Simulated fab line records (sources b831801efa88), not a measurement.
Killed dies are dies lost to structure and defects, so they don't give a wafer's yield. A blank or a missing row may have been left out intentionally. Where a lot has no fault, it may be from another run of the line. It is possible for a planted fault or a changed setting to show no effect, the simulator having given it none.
fab line records -- flow sky130 -- part 1 of 2: steps 1 to 26 of 35
record: lots: 5, wafers: 15, lastDay: 50
route steps=708 shown METAL4@634 VIA4@639 METAL5@661
lots that met no fault: from a run of the same line without faults
startH: start of the lot's first displayed wafer, in hours after the record's first day -- waitH: how many hours have passed since the lot's step before this one -- " repeats the value in the row above -- L1.1+2: several wafers, shown together as one row -- - value missing, or start not given -- * or withheld: withheld -- < > ~ a bound
route shown NAME@n: NAME is a module with steps in the file, n the number in the route of the first one -- usual: mean/standard deviation taken from wafers without a fault -- same: alike in all rows -- chamber/n: place in a boat -- sites: per-site readings -- _std_site: the values' standard deviation -- _edge_site: inner sites' mean taken away from outer sites' mean -- radiusMm: how far each site lies from the wafer's centre -- mask NAME#n: copy n -- behind: the last tool/chamber to shape the wafer -- hold: why the lot was held/for how many hours/how that ended -- device: names the non-switching transistor (n, p or np) -- end of line: the route-end tests of the same wafers -- a step given without rows: its recipe and nothing more -- killed: count of dies lost to structure and defects at first sort (not the wafer's yield) -- map: a wafer's dies, marking killed ones x, the rest . and places with no die _
set.NAME: the setting as run; set.NAME@STEP: as run at that earlier step -- model.NAME: the simulator's own value behind a step, which no gauge read
lots seen at some steps along the route; tables by step, rows by wafer
services: from which hour (startH, from the record's first day; less than 0 if before it) a tool's chamber was out of use, for how many hours, and why
== steps ==
step: SKY_METAL4_METAL_ETCH_18
recipe: targetDepthA: 8450, stopOn: SiO2, overEtchFrac: 0.3, timeS: 183.1, chemistry: Cl2/BCl3, resistSidewallDeg: 88, pressureMtorr: 10, icpW: 900, biasW: 48.5, Cl2_flow_sccm: 60, bcl3FlowSccm: 30
usual: drypumpMotorCurrentA: 5.92/0.26, heBacksideLeakSccm: 3.38/0.2, mfcCl2Sccm: 59.98/0.19, oesProductAu: 0.865/0.0073, throttleValvePct: 22.265/0.01
lot.wafer,tool,chamber,startH,waitH,drypumpMotorCurrentA,heBacksideLeakSccm,mfcCl2Sccm,oesProductAu,rfHoursCounterH,throttleValvePct
L074.2,rieMetal-04,0,969.62,0.0,5.66,2.99,59.84,0.869,4,22.256
L074.3,rieMetal-04,0,969.62,0.0,5.65,3.08,60.27,0.871,-,22.261
L074.4,rieMetal-04,1,969.62,0.0,6.04,3.39,59.89,0.867,-,22.275
L081.1,rieMetal-03,1,1018.61,0.0,5.83,3.62,59.59,0.864,22,22.272
L081.3,rieMetal-03,1,1018.61,0.0,5.86,3.42,59.58,0.865,-,22.270
L081.4,rieMetal-03,0,1018.61,0.0,6.38,3.22,59.62,0.866,-,22.259
L085.2,rieMetal-02,1,1040.52,0.1,5.70,3.35,60.06,0.864,-,22.261
L085.4,rieMetal-02,1,1040.52,0.1,5.71,3.52,60.12,0.860,-,22.270
L085.6,rieMetal-02,1,1040.52,0.1,5.70,3.32,60.31,0.866,-,22.276
L086.1,rieMetal-04,0,1052.09,0.0,5.66,3.07,59.92,0.866,9,22.257
L086.4,rieMetal-04,1,1052.09,0.0,6.02,3.62,59.76,0.875,-,22.264
L086.5,rieMetal-04,1,1052.09,0.0,6.00,3.70,60.13,0.869,-,22.268
L096.1,rieMetal-04,1,1112.16,0.0,6.01,3.51,60.42,0.872,24,22.268
L096.4,rieMetal-04,0,1112.16,0.0,5.67,3.07,60.25,0.877,-,22.282
L096.6,rieMetal-04,1,1112.16,0.0,5.98,3.67,60.19,0.870,-,22.270
step: SKY_METAL4_STRIP_19
recipe: chemistry: O2/N2, powerW: 1400, pressureMtorr: 1500, platenTempC: withheld, o2FlowSccm: 3000, n2FlowSccm: 300, overashFraction: 0.5
usual: drypumpMotorCurrentA: 5.50/0.19, oesProductAu: 0.502/0.0058, stripTimeToEndpointS: 6.53/0.099
lot.wafer,tool,chamber,startH,waitH,drypumpMotorCurrentA,oesProductAu,rfHoursCounterH,stripTimeToEndpointS
L074.2,plasmaAsher-04,1,969.80,0.1,5.45,0.504,85,6.54
L074.3,plasmaAsher-04,0,969.80,0.1,5.61,0.500,-,6.51
L074.4,plasmaAsher-04,1,969.80,0.1,5.45,0.500,-,6.36
L081.1,plasmaAsher-04,1,1018.79,0.1,5.43,0.506,89,6.63
L081.3,plasmaAsher-04,0,1018.79,0.1,5.55,0.500,-,6.66
L081.4,plasmaAsher-04,1,1018.79,0.1,5.42,0.509,-,6.58
L085.2,plasmaAsher-02,0,1040.81,0.2,5.86,0.503,122,6.57
L085.4,plasmaAsher-02,0,1040.81,0.2,5.83,0.501,-,6.51
L085.6,plasmaAsher-02,0,1040.81,0.2,5.86,0.502,-,6.52
L086.1,plasmaAsher-02,1,1052.27,0.1,5.59,0.496,123,6.47
L086.4,plasmaAsher-02,1,1052.27,0.1,5.54,0.498,-,6.42
L086.5,plasmaAsher-02,0,1052.27,0.1,5.82,0.500,-,6.40
L096.1,plasmaAsher-01,1,1112.34,0.1,5.29,0.499,65,6.46
L096.4,plasmaAsher-01,0,1112.34,0.1,5.23,0.505,-,6.64
L096.6,plasmaAsher-01,1,1112.34,0.1,5.33,0.488,-,6.45
step: SKY_METAL4_STRIP_20
recipe: chemistry: postEtchResidueRemover, timeS: 1200, tempC: 72.5
usual: bathGuardTempC: 72.3/0.4
lot.wafer,tool,chamber,startH,waitH,bathGuardTempC
L074.2,wetBench-01,1,969.90,0.1,71.8
L074.3,wetBench-01,1,969.90,0.1,72.3
L074.4,wetBench-01,1,969.90,0.1,71.7
L081.1,wetBench-01,2,1018.89,0.1,72.7
L081.3,wetBench-01,2,1018.89,0.1,73.1
L081.4,wetBench-01,2,1018.89,0.1,72.8
L085.2,wetBench-04,3,1040.91,0.1,71.8
L085.4,wetBench-04,3,1040.91,0.1,71.8
L085.6,wetBench-04,3,1040.91,0.1,72.2
L086.1,wetBench-01,0,1052.37,0.1,72.3
L086.4,wetBench-01,0,1052.37,0.1,72.2
L086.5,wetBench-01,0,1052.37,0.1,72.0
L096.1,wetBench-03,1,1112.44,0.1,72.0
L096.4,wetBench-03,1,1112.44,0.1,72.2
L096.6,wetBench-03,1,1112.44,0.1,72.7
step: SKY_METAL4_CLEAN_21
recipe: chemistry: IPA, timeS: 180, tempC: 25
lot.wafer,tool,chamber,startH,waitH
L074.2+3+4,wetBench-04,0,970.24,0.0
L081.1+3+4,wetBench-01,2,1019.26,0.0
L085.2+4+6,wetBench-01,0,1041.29,0.0
L086.1+4+5,wetBench-03,1,1052.74,0.0
L096.1+4+6,wetBench-01,2,1112.81,0.0
step: SKY_METAL4_CLEAN_22
recipe: chemistry: O3/DIW, dry: n2Spin
lot.wafer,tool,chamber,startH,waitH
L074.2+3+4,wetBench-01,1,970.30,0.0
L081.1+3+4,wetBench-03,3,1019.35,0.0
L085.2+4+6,wetBench-03,2,1041.35,0.0
L086.1+4+5,wetBench-01,0,1052.80,0.0
L096.1+4+6,wetBench-03,0,1112.87,0.0
step: SKY_VIA4_HDPCVD_00
recipe: material: SiO2, targetThkNm: 1750, sigmaOpenFrac: 0.3, timeS: 291.7, tempC: 400, sih4FlowSccm: 60, pressureMtorr: 6
lot.wafer,tool,chamber,startH,waitH
L074.2+3+4,hdpcvd-02,"2,1,0",970.39,0.0
L081.1+3+4,hdpcvd-01,"2,1,2",1019.44,0.0
L085.2+4+6,hdpcvd-02,"2,2,1",1041.44,0.0
L086.1+4+5,hdpcvd-02,"1,0,2",1052.90,0.0
L096.1+4+6,hdpcvd-01,"2,0,1",1112.97,0.0
step: SKY_VIA4_THK_MEAS_01
recipe: reads: SiO2_of_VIA4_HDPCVD_00
usual: VIA4_HDPCVD_THK: 1753/23
lot.wafer,tool,chamber,startH,waitH,VIA4_HDPCVD_THK[nm]
L074.2,filmMetro-02,-,970.58,0.1,1716
L074.3,filmMetro-02,-,970.58,0.1,1760
L074.4,filmMetro-02,-,970.58,0.1,1751
L081.1,filmMetro-02,-,1019.62,0.1,1755
L081.3,filmMetro-02,-,1019.62,0.1,1740
L081.4,filmMetro-02,-,1019.62,0.1,1772
L085.2,filmMetro-02,-,1041.63,0.1,1743
L085.4,filmMetro-02,-,1041.63,0.1,1749
L085.6,filmMetro-02,-,1041.63,0.1,1745
L086.1,filmMetro-02,-,1053.08,0.1,1715
L086.4,filmMetro-02,-,1053.08,0.1,1761
L086.5,filmMetro-02,-,1053.08,0.1,1721
L096.1,filmMetro-03,-,1113.15,0.1,1772
L096.4,filmMetro-03,-,1113.15,0.1,1712
L096.6,filmMetro-03,-,1113.15,0.1,1776
step: SKY_VIA4_CMP_02
recipe: material: SiO2, downForcePsi: 4, platenRpm: 60, padVelocityMS: 0.94248
usual: motorCurrentA: 12.0/0.94
lot.wafer,tool,chamber,startH,waitH,motorCurrentA
L074.4,cmp-01,2,970.70,0.1,12.3
L074.2,cmp-01,3,970.70,0.1,11.8
L074.3,cmp-01,1,970.70,0.1,11.8
L081.4,cmp-02,1,1019.73,0.1,12.1
L081.1,cmp-02,2,1019.73,0.1,10.4
L081.3,cmp-02,3,1019.73,0.1,12.9
L085.2,cmp-02,2,1041.68,0.0,10.8
L085.4,cmp-02,0,1041.68,0.0,12.4
L085.6,cmp-02,2,1041.68,0.0,10.8
L086.4,cmp-01,0,1053.14,0.0,11.1
L086.1,cmp-01,2,1053.14,0.0,12.5
L086.5,cmp-01,0,1053.14,0.0,10.9
L096.1,cmp-01,1,1113.21,0.1,12.2
L096.4,cmp-01,2,1113.21,0.1,12.4
L096.6,cmp-01,1,1113.21,0.1,12.2
step: SKY_VIA4_BOW_MEAS_03
recipe: mode: bow
usual: VIA4_BOW: 80/8.5
lot.wafer,tool,chamber,startH,waitH,VIA4_BOW[um]
L074.2,filmMetro-03,-,971.02,0.2,90
L074.3,filmMetro-03,-,971.02,0.2,70
L074.4,filmMetro-03,-,971.02,0.2,75
L081.1,filmMetro-03,-,1019.98,0.1,72
L081.3,filmMetro-03,-,1019.98,0.1,81
L081.4,filmMetro-03,-,1019.98,0.1,81
L085.2,filmMetro-03,-,1042.00,0.3,94
L085.4,filmMetro-03,-,1042.00,0.3,93
L085.6,filmMetro-03,-,1042.00,0.3,84
L086.1,filmMetro-02,-,1053.44,0.1,88
L086.4,filmMetro-02,-,1053.44,0.1,80
L086.5,filmMetro-02,-,1053.44,0.1,81
L096.1,filmMetro-01,-,1113.51,0.2,86
L096.4,filmMetro-01,-,1113.51,0.2,80
L096.6,filmMetro-01,-,1113.51,0.2,79
step: SKY_VIA4_DEHYDRATE_04
recipe: tempC: 200, timeS: 60
usual: chillPlateTempC: 23.01/0.1, heaterPowerTotalW: 160.38/0.13
lot.wafer,tool,chamber,startH,waitH,chillPlateTempC,heaterPowerTotalW
L074.2,lithoTrack-01,0,981.94,10.9,22.92,160.36
L074.3,lithoTrack-01,0,981.94,10.9,22.90,160.33
L074.4,lithoTrack-01,0,981.94,10.9,22.82,160.30
L081.1,lithoTrack-02,0,1029.57,9.6,23.03,160.43
L081.3,lithoTrack-02,0,1029.57,9.6,22.97,160.35
L081.4,lithoTrack-02,0,1029.57,9.6,22.96,160.21
L085.2,lithoTrack-04,0,1051.28,9.3,23.10,160.37
L085.4,lithoTrack-04,0,1051.28,9.3,23.12,160.58
L085.6,lithoTrack-04,0,1051.28,9.3,22.96,160.28
L086.1,lithoTrack-01,0,1064.86,11.4,23.13,160.31
L086.4,lithoTrack-01,0,1064.86,11.4,23.06,160.34
L086.5,lithoTrack-01,0,1064.86,11.4,23.04,160.36
L096.1,lithoTrack-01,0,1121.91,8.4,22.98,160.25
L096.4,lithoTrack-01,0,1121.91,8.4,23.03,160.58
L096.6,lithoTrack-01,0,1121.91,8.4,23.07,160.52
step: SKY_VIA4_HMDS_05
recipe: primeTimeS: 60, primeTempC: 120
usual: chillPlateTempC: 23.01/0.11
lot.wafer,tool,chamber,startH,waitH,chillPlateTempC
L074.2,lithoTrack-01,0,982.09,0.1,23.05
L074.3,lithoTrack-01,0,982.09,0.1,23.14
L074.4,lithoTrack-01,0,982.09,0.1,23.09
L081.1,lithoTrack-02,0,1029.72,0.1,22.90
L081.3,lithoTrack-02,0,1029.72,0.1,23.00
L081.4,lithoTrack-02,0,1029.72,0.1,22.92
L085.2,lithoTrack-04,0,1051.43,0.1,22.83
L085.4,lithoTrack-04,0,1051.43,0.1,22.90
L085.6,lithoTrack-04,0,1051.43,0.1,22.88
L086.1,lithoTrack-01,0,1065.01,0.1,23.03
L086.4,lithoTrack-01,0,1065.01,0.1,23.11
L086.5,lithoTrack-01,0,1065.01,0.1,23.11
L096.1,lithoTrack-01,0,1122.06,0.1,23.05
L096.4,lithoTrack-01,0,1122.06,0.1,23.06
L096.6,lithoTrack-01,0,1122.06,0.1,23.10
step: SKY_VIA4_COAT_06
recipe: resist: NOVOLAK, spinRpm: 3000, resistThkNm: 1140
usual: chillPlateTempC: 22.99/0.12
lot.wafer,tool,chamber,startH,waitH,chillPlateTempC
L074.2,lithoTrack-01,0,982.24,0.1,22.82
L074.3,lithoTrack-01,0,982.24,0.1,23.04
L074.4,lithoTrack-01,0,982.24,0.1,22.86
L081.1,lithoTrack-02,0,1029.87,0.1,23.11
L081.3,lithoTrack-02,0,1029.87,0.1,23.03
L081.4,lithoTrack-02,0,1029.87,0.1,22.94
L085.2,lithoTrack-04,0,1051.58,0.1,23.13
L085.4,lithoTrack-04,0,1051.58,0.1,23.03
L085.6,lithoTrack-04,0,1051.58,0.1,23.00
L086.1,lithoTrack-01,0,1065.16,0.1,22.97
L086.4,lithoTrack-01,0,1065.16,0.1,23.08
L086.5,lithoTrack-01,0,1065.16,0.1,23.07
L096.1,lithoTrack-01,0,1122.21,0.1,23.24
L096.4,lithoTrack-01,0,1122.21,0.1,23.24
L096.6,lithoTrack-01,0,1122.21,0.1,22.99
step: SKY_VIA4_SOFTBAKE_07
recipe: tempC: 90, timeS: 60, resist: NOVOLAK
usual: chillPlateTempC: 22.99/0.12, heaterPowerTotalW: 56.60/0.04
lot.wafer,tool,chamber,startH,waitH,chillPlateTempC,heaterPowerTotalW
L074.2,lithoTrack-01,0,982.39,0.1,22.92,56.59
L074.3,lithoTrack-01,0,982.39,0.1,23.06,56.56
L074.4,lithoTrack-01,0,982.39,0.1,23.02,56.62
L081.1,lithoTrack-02,0,1030.02,0.1,22.84,56.55
L081.3,lithoTrack-02,0,1030.02,0.1,22.94,56.62
L081.4,lithoTrack-02,0,1030.02,0.1,22.97,56.64
L085.2,lithoTrack-04,0,1051.73,0.1,22.83,56.66
L085.4,lithoTrack-04,0,1051.73,0.1,22.76,56.56
L085.6,lithoTrack-04,0,1051.73,0.1,23.01,56.58
L086.1,lithoTrack-01,0,1065.31,0.1,23.01,56.62
L086.4,lithoTrack-01,0,1065.31,0.1,23.22,56.60
L086.5,lithoTrack-01,0,1065.31,0.1,23.02,56.59
L096.1,lithoTrack-01,0,1122.36,0.1,23.16,56.59
L096.4,lithoTrack-01,0,1122.36,0.1,23.10,56.59
L096.6,lithoTrack-01,0,1122.36,0.1,23.15,56.54
step: SKY_VIA4_EXPOSE_08
recipe: maskId: VIM4, na: 0.6, sourceShape: conventional, sigmaOuter: 0.6, polarization: unpolarized, targetCdNm: 800, doseMj: 132
same: na: 0.6
lot.wafer,tool,chamber,startH,waitH,mask
L074.2+3+4,ilineStepper-01,0,-,-,VIM4#0
L081.1+3+4,ilineStepper-01,0,-,-,VIM4#0
L085.2+4+6,ilineStepper-01,0,-,-,VIM4#0
L086.1+4+5,ilineStepper-02,0,-,-,VIM4#0
L096.1+4+6,ilineStepper-02,0,-,-,VIM4#0
step: SKY_VIA4_PEB_09
recipe: tempC: withheld, timeS: *, resist: NOVOLAK
usual: chillPlateTempC: *
lot.wafer,tool,chamber,startH,waitH,chillPlateTempC
L074.2,lithoTrack-02,0,-,-,*
L074.3,lithoTrack-02,0,-,-,*
L074.4,lithoTrack-02,0,-,-,*
L081.1,lithoTrack-02,0,-,-,*
L081.3,lithoTrack-02,0,-,-,*
L081.4,lithoTrack-02,0,-,-,*
L085.2,lithoTrack-01,0,-,-,*
L085.4,lithoTrack-01,0,-,-,*
L085.6,lithoTrack-01,0,-,-,*
L086.1,lithoTrack-01,0,-,-,*
L086.4,lithoTrack-01,0,-,-,*
L086.5,lithoTrack-01,0,-,-,*
L096.1,lithoTrack-01,0,-,-,*
L096.4,lithoTrack-01,0,-,-,*
L096.6,lithoTrack-01,0,-,-,*
step: SKY_VIA4_DEVELOP_10
recipe: resist: NOVOLAK, developer: TMAH, developTimeS: 60, devTempC: 23
usual: chillPlateTempC: 22.99/0.11, developerTempC: 23.01/0.11
lot.wafer,tool,chamber,startH,waitH,chillPlateTempC,developerTempC
L074.2,lithoTrack-02,0,994.24,0.1,23.13,22.91
L074.3,lithoTrack-02,0,994.24,0.1,22.93,22.94
L074.4,lithoTrack-02,0,994.24,0.1,22.99,22.91
L081.1,lithoTrack-02,0,1041.77,0.1,23.05,22.87
L081.3,lithoTrack-02,0,1041.77,0.1,22.95,22.87
L081.4,lithoTrack-02,0,1041.77,0.1,23.02,22.95
L085.2,lithoTrack-01,0,1063.14,0.1,23.09,22.87
L085.4,lithoTrack-01,0,1063.14,0.1,23.14,22.99
L085.6,lithoTrack-01,0,1063.14,0.1,23.10,22.96
L086.1,lithoTrack-01,0,1074.61,0.1,22.88,23.07
L086.4,lithoTrack-01,0,1074.61,0.1,22.90,22.91
L086.5,lithoTrack-01,0,1074.61,0.1,22.81,23.10
L096.1,lithoTrack-01,0,1132.01,0.1,23.07,22.87
L096.4,lithoTrack-01,0,1132.01,0.1,23.07,22.79
L096.6,lithoTrack-01,0,1132.01,0.1,23.17,22.88
step: SKY_VIA4_OVL_MEAS_11
usual: VIA4_OVL: 0.2/1.6
lot.wafer,tool,chamber,startH,waitH,VIA4_OVL[nm]
L074.2,overlay-02,-,994.37,0.1,0.4
L074.3,overlay-02,-,994.37,0.1,1.3
L074.4,overlay-02,-,994.37,0.1,3.0
L081.1,overlay-01,-,1041.92,0.1,0.5
L081.3,overlay-01,-,1041.92,0.1,2.9
L081.4,overlay-01,-,1041.92,0.1,1.0
L085.2,overlay-02,-,1063.27,0.1,-0.8
L085.4,overlay-02,-,1063.27,0.1,0.0
L085.6,overlay-02,-,1063.27,0.1,0.6
L086.1,overlay-01,-,1074.76,0.1,1.5
L086.4,overlay-01,-,1074.76,0.1,0.0
L086.5,overlay-01,-,1074.76,0.1,0.2
L096.1,overlay-02,-,1132.16,0.1,-0.9
L096.4,overlay-02,-,1132.16,0.1,-1.3
L096.6,overlay-02,-,1132.16,0.1,1.0
step: SKY_VIA4_ETCH_12
recipe: target: SiO2, chemistry: C4F8/O2/Ar, stopOn: TiN, maskMaterial: NOVOLAK, sourceW: 1500, biasW: 1200, pressureMtorr: 40, c4f8FlowSccm: withheld, O2_flow_sccm: 6, Ar_flow_sccm: 300, timeS: withheld, targetDepthA: 5800
usual: oesProductAu: 0.926/0.0046
lot.wafer,tool,chamber,startH,waitH,oesProductAu
L074.2,rieDiel-03,2,994.40,0.0,0.925
L074.3,rieDiel-03,0,994.40,0.0,0.934
L074.4,rieDiel-03,3,994.40,0.0,0.925
L081.1,rieDiel-04,2,1041.95,0.0,0.933
L081.3,rieDiel-04,0,1041.95,0.0,0.930
L081.4,rieDiel-04,3,1041.95,0.0,0.922
L085.2,rieDiel-04,3,1063.30,0.0,0.924
L085.4,rieDiel-04,0,1063.30,0.0,0.924
L085.6,rieDiel-04,0,1063.30,0.0,0.928
L086.1,rieDiel-04,3,1074.80,0.0,0.924
L086.4,rieDiel-04,1,1074.80,0.0,0.934
L086.5,rieDiel-04,3,1074.80,0.0,0.923
L096.1,rieDiel-02,3,1132.20,0.0,0.922
L096.4,rieDiel-02,2,1132.20,0.0,0.919
L096.6,rieDiel-02,1,1132.20,0.0,0.924
step: SKY_VIA4_STRIP_13
recipe: chemistry: O2/N2, powerW: 1400, pressureMtorr: 1500, platenTempC: withheld, o2FlowSccm: 3000, n2FlowSccm: 300, overashFraction: 0.5
usual: drypumpMotorCurrentA: 5.40/0.26, oesProductAu: 0.709/0.0041, stripTimeToEndpointS: 12.81/0.034
lot.wafer,tool,chamber,startH,waitH,drypumpMotorCurrentA,oesProductAu,rfHoursCounterH,stripTimeToEndpointS
L074.2,plasmaAsher-01,1,994.47,-,5.32,0.704,53,12.88
L074.3,plasmaAsher-01,0,994.47,-,5.24,0.703,-,12.84
L074.4,plasmaAsher-01,1,994.47,-,5.35,0.711,-,12.88
L081.1,plasmaAsher-04,1,1042.02,-,5.43,0.707,92,12.76
L081.3,plasmaAsher-04,1,1042.02,-,5.44,0.707,-,12.73
L081.4,plasmaAsher-04,0,1042.02,-,5.60,0.710,-,12.75
L085.2,plasmaAsher-04,1,1063.37,-,5.42,0.713,94,12.76
L085.4,plasmaAsher-04,1,1063.37,-,5.42,0.714,-,12.77
L085.6,plasmaAsher-04,0,1063.37,-,5.59,0.712,-,12.78
L086.1,plasmaAsher-04,1,1074.87,-,5.44,0.716,95,12.78
L086.4,plasmaAsher-04,0,1074.87,-,5.60,0.701,-,12.83
L086.5,plasmaAsher-04,0,1074.87,-,5.57,0.709,-,12.78
L096.1,plasmaAsher-04,1,1132.27,-,5.40,0.710,101,12.80
L096.4,plasmaAsher-04,0,1132.27,-,5.60,0.706,-,12.83
L096.6,plasmaAsher-04,1,1132.27,-,5.43,0.710,-,12.79
step: SKY_VIA4_STRIP_14
recipe: chemistry: postEtchResidueRemover, timeS: 1200, tempC: 72.5
usual: bathGuardTempC: 72.3/0.44
lot.wafer,tool,chamber,startH,waitH,bathGuardTempC
L074.2,wetBench-01,2,994.57,0.1,72.8
L074.3,wetBench-01,2,994.57,0.1,72.5
L074.4,wetBench-01,2,994.57,0.1,72.6
L081.1,wetBench-02,1,1042.12,0.1,72.4
L081.3,wetBench-02,1,1042.12,0.1,72.2
L081.4,wetBench-02,1,1042.12,0.1,72.5
L085.2,wetBench-01,1,1063.47,0.1,71.9
L085.4,wetBench-01,1,1063.47,0.1,72.1
L085.6,wetBench-01,1,1063.47,0.1,71.8
L086.1,wetBench-03,0,1074.99,0.1,72.6
L086.4,wetBench-03,0,1074.99,0.1,72.3
L086.5,wetBench-03,0,1074.99,0.1,71.9
L096.1,wetBench-03,3,1132.37,0.1,73.2
L096.4,wetBench-03,3,1132.37,0.1,73.5
L096.6,wetBench-03,3,1132.37,0.1,73.4
step: SKY_VIA4_CLEAN_15
recipe: chemistry: IPA, timeS: 180, tempC: 25
lot.wafer,tool,chamber,startH,waitH
L074.2+3+4,wetBench-02,3,994.91,0.0
L081.1+3+4,wetBench-02,0,1042.47,0.0
L085.2+4+6,wetBench-03,0,1063.84,0.0
L086.1+4+5,wetBench-01,3,1075.36,0.0
L096.1+4+6,wetBench-03,1,1132.71,0.0
step: SKY_VIA4_CLEAN_16
recipe: chemistry: O3/DIW, dry: n2Spin
lot.wafer,tool,chamber,startH,waitH
L074.2+3+4,wetBench-01,0,994.97,0.0
L081.1+3+4,wetBench-02,0,1042.52,0.0
L085.2+4+6,wetBench-02,1,1063.90,0.0
L086.1+4+5,wetBench-02,1,1075.42,0.0
L096.1+4+6,wetBench-03,1,1132.77,0.0
step: SKY_VIA4_SPUTTER_17
recipe: material: TiN, targetThkNm: 20, chamberPressurePa: 5, powerW: 4000, timeS: 80
usual: throttleValvePct: 30.1/1.3
lot.wafer,tool,chamber,startH,waitH,throttleValvePct
L074.2,pvdSputter-02,-,995.06,0.0,29.4
L074.3,pvdSputter-02,-,995.06,0.0,30.9
L074.4,pvdSputter-02,-,995.06,0.0,30.1
L081.1,pvdSputter-04,-,1042.62,0.0,28.3
L081.3,pvdSputter-04,-,1042.62,0.0,30.9
L081.4,pvdSputter-04,-,1042.62,0.0,31.4
L085.2,pvdSputter-01,-,1063.99,0.0,33.1
L085.4,pvdSputter-01,-,1063.99,0.0,29.6
L085.6,pvdSputter-01,-,1063.99,0.0,29.7
L086.1,pvdSputter-04,-,1075.52,0.0,31.2
L086.4,pvdSputter-04,-,1075.52,0.0,28.1
L086.5,pvdSputter-04,-,1075.52,0.0,31.0
L096.1,pvdSputter-02,-,1132.86,0.0,31.3
L096.4,pvdSputter-02,-,1132.86,0.0,29.4
L096.6,pvdSputter-02,-,1132.86,0.0,30.0
step: SKY_VIA4_CVD_18
recipe: material: W, targetThkNm: 505, timeS: 152.14, tempC: 400, pressureTorr: 40
usual: heaterPowerW: 834/17
lot.wafer,tool,chamber,startH,waitH,heaterPowerW
L074.2,cvdW-01,1,995.13,0.0,821
L074.3,cvdW-01,0,995.13,0.0,811
L074.4,cvdW-01,1,995.13,0.0,850
L081.1,cvdW-01,1,1042.68,0.0,855
L081.3,cvdW-01,1,1042.68,0.0,817
L081.4,cvdW-01,0,1042.68,0.0,840
L085.2,cvdW-02,1,1064.05,0.0,845
L085.4,cvdW-02,0,1064.05,0.0,858
L085.6,cvdW-02,0,1064.05,0.0,838
L086.1,cvdW-01,0,1075.58,0.0,822
L086.4,cvdW-01,1,1075.58,0.0,815
L086.5,cvdW-01,0,1075.58,0.0,828
L096.1,cvdW-01,0,1132.92,0.0,854
L096.4,cvdW-01,0,1132.92,0.0,811
L096.6,cvdW-01,0,1132.92,0.0,814
step: SKY_VIA4_RS_MEAS_19
recipe: thkMeasGauge: four-point-probe, reads: W_of_VIA4_CVD_18+TiN_of_VIA4_SPUTTER_17
usual: VIA4_W_RS: 0.2272/0.0027
lot.wafer,tool,chamber,startH,waitH,VIA4_W_RS[ohm/sq]
L074.2,filmMetro-03,-,995.30,0.1,0.2289
L074.3,filmMetro-03,-,995.30,0.1,0.2298
L074.4,filmMetro-03,-,995.30,0.1,0.2260
L081.1,filmMetro-03,-,1042.83,0.1,0.2265
L081.3,filmMetro-03,-,1042.83,0.1,0.2236
L081.4,filmMetro-03,-,1042.83,0.1,0.2256
L085.2,filmMetro-02,-,1064.29,0.2,0.2263
L085.4,filmMetro-02,-,1064.29,0.2,0.2273
L085.6,filmMetro-02,-,1064.29,0.2,0.2293
L086.1,filmMetro-03,-,1075.74,0.1,0.2329
L086.4,filmMetro-03,-,1075.74,0.1,0.2281
L086.5,filmMetro-03,-,1075.74,0.1,0.2319
L096.1,filmMetro-01,-,1133.23,0.3,0.2310
L096.4,filmMetro-01,-,1133.23,0.3,0.2278
L096.6,filmMetro-01,-,1133.23,0.3,0.2282
step: SKY_VIA4_THK_MEAS_20
recipe: thkMeasGauge: xrf, reads: W_of_VIA4_CVD_18
usual: VIA4_W_THK: 508/8.6
lot.wafer,tool,chamber,startH,waitH,VIA4_W_THK[nm]
L074.2,filmMetro-03,-,995.41,0.1,511
L074.3,filmMetro-03,-,995.41,0.1,513
L074.4,filmMetro-03,-,995.41,0.1,522
L081.1,filmMetro-03,-,1042.95,0.1,511
L081.3,filmMetro-03,-,1042.95,0.1,520
L081.4,filmMetro-03,-,1042.95,0.1,517
L085.2,filmMetro-02,-,1064.40,0.1,510
L085.4,filmMetro-02,-,1064.40,0.1,508
L085.6,filmMetro-02,-,1064.40,0.1,506
L086.1,filmMetro-03,-,1075.86,0.1,503
L086.4,filmMetro-03,-,1075.86,0.1,512
L086.5,filmMetro-03,-,1075.86,0.1,501
L096.1,filmMetro-01,-,1133.35,0.1,498
L096.4,filmMetro-01,-,1133.35,0.1,500
L096.6,filmMetro-01,-,1133.35,0.1,502
